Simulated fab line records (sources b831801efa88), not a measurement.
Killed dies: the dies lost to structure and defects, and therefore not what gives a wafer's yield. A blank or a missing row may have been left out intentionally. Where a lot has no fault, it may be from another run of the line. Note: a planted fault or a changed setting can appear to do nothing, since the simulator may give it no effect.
Matching of chambers	flow gf180mcu	cmp-01 running GF_V3_CMP_04: 4 sister chambers
The step polishes SiO2. 19 wafers are shown with their chamber, then 9 later ones without.

WAFERS PAIRED WITH THEIR CHAMBERS
wafer	chamber	motor-current-A (A)	time-to-endpoint-s (s)	edge-zone-pressure-frac
L485.3	2	10.5	81	1.000
L485.4	3	11.5	81	0.999
L485.5	0	10.8	85	0.999
L486.2	1	11.8	83	0.993
L486.4	0	10.9	82	0.995
L486.6	2	10.5	86	1.002
L487.1	2	11.1	75	0.999
L487.3	0	11.0	76	1.004
L487.4	3	10.8	78	1.004
L488.3	3	11.9	73	1.009
L488.5	1	10.9	76	1.010
L488.6	0	10.8	78	1.002
L491.4	3	11.6	80	0.996
L498.1	1	11.4	88	0.995
L498.2	2	11.5	80	1.007
L498.3	3	11.8	79	1.001
L501.1	0	10.8	81	1.001
L501.2	2	10.9	76	1.001
L501.6	1	11.1	82	0.992

SIGNATURES, as means of the wafers listed above
reading	chamber 0	chamber 1	chamber 2	chamber 3	scatter within a chamber
motor-current-A	10.860	11.300	10.900	11.520	0.361
time-to-endpoint-s	80.40	82.25	79.60	78.20	3.98
edge-zone-pressure-frac	1.00020	0.99750	1.00180	1.00180	0.00515
Rule: for a wafer and a chamber, the distance is found by dividing, reading by reading, the gap between the wafer's reading and the chamber's mean by the reading's scatter, squaring, summing and taking the root. The wafer belongs to the nearest chamber; if the next one is less than 2 further off, it can't be placed. How the scatter is found: for the shown wafers, subtract from each reading the mean of its chamber, square and add these, divide the total by (wafers less chambers), then take the root.

WAFERS WITHOUT THEIR CHAMBER
wafer	motor-current-A (A)	time-to-endpoint-s (s)	edge-zone-pressure-frac
L505.2	10.3	82	0.999
L505.3	11.0	87	1.001
L505.5	12.3	83	0.997
L507.1	11.1	76	1.005
L507.3	11.1	77	1.005
L507.4	10.9	83	0.995
L508.3	11.1	86	0.996
L508.5	12.2	87	1.003
L508.6	10.9	88	1.002

CHAMBER TAKEN BY EACH
wafer	from the rows above	in truth
L505.2	can't be placed: 0 or 2 or 1 or 3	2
L505.3	can't be placed: 1 or 0 or 2 or 3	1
L505.5	can't be placed: 3 or 1 or 2 or 0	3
L507.1	can't be placed: 2 or 3 or 0 or 1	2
L507.3	can't be placed: 2 or 3 or 0 or 1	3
L507.4	can't be placed: 0 or 1 or 2 or 3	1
L508.3	can't be placed: 1 or 0 or 2 or 3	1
L508.5	can't be placed: 3 or 1 or 2 or 0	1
L508.6	can't be placed: 0 or 1 or 2 or 3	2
Placed correctly: 0 of 9. Unplaceable from these rows: 9, with the true chamber sitting among the candidates in 9. Placed wrongly: 0.
